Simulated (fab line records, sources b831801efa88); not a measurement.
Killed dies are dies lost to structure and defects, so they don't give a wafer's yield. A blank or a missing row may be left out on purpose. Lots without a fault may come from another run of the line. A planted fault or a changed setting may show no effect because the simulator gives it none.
Chamber matching | flow sky130 | SKY_VIA2_CMP_24 on cmp-01: 4 sister chambers
The step polishes, stops on SiO2, t overpolish 20 s, target thk 0 nm. 4 wafers are shown with their chamber, then 10 later ones without.

WAFERS WITH THEIR CHAMBER
wafer  | chamber | motor_current_A (A)
L082.2 | 1       | 11.4
L084.4 | 0       | 10.7
L089.2 | 3       | 11.1
L089.4 | 2       | 10.1

WAFERS WITHOUT THEIR CHAMBER
wafer  | motor_current_A (A)
L089.5 | 10.9
L090.1 | 11.7
L090.3 | 10.3
L090.5 | 10.6
L091.2 | 9.2
L091.3 | 10.8
L091.4 | 11.3
L096.2 | 10.4
L096.4 | 11.6
L096.6 | 11.1

WHICH CHAMBER EACH WENT THROUGH
wafer  | from the rows above               | in truth
L089.5 | can't be placed: 3 or 0 or 1 or 2 | 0
L090.1 | can't be placed: 1 or 3           | 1
L090.3 | can't be placed: 2 or 0 or 3      | 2
L090.5 | can't be placed: 0 or 2 or 3      | 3
L091.2 | can't be placed: 2 or 0           | 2
L091.3 | can't be placed: 0 or 3 or 1 or 2 | 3
L091.4 | can't be placed: 1 or 3 or 0      | 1
L096.2 | can't be placed: 0 or 2 or 3      | 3
L096.4 | can't be placed: 1 or 3           | 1
L096.6 | can't be placed: 3 or 1 or 0      | 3
Placed correctly: 0 of 10. Can't be placed from these rows: 10 (the true chamber is among the candidates in 10). Placed wrongly: 0.
How it was worked out, from the rows above alone: a wafer's distance from a chamber is the root of the sum, over the readings, of the square of ((its reading less the chamber's mean) divided by the reading's scatter). The wafer belongs to the nearest chamber; if the next one is less than 2 further off, it can't be placed. A chamber's mean is the mean of its shown wafers. The scatter: with one shown wafer a chamber, the root of the mean of the squares of how far each hidden wafer lies from its nearest shown one.
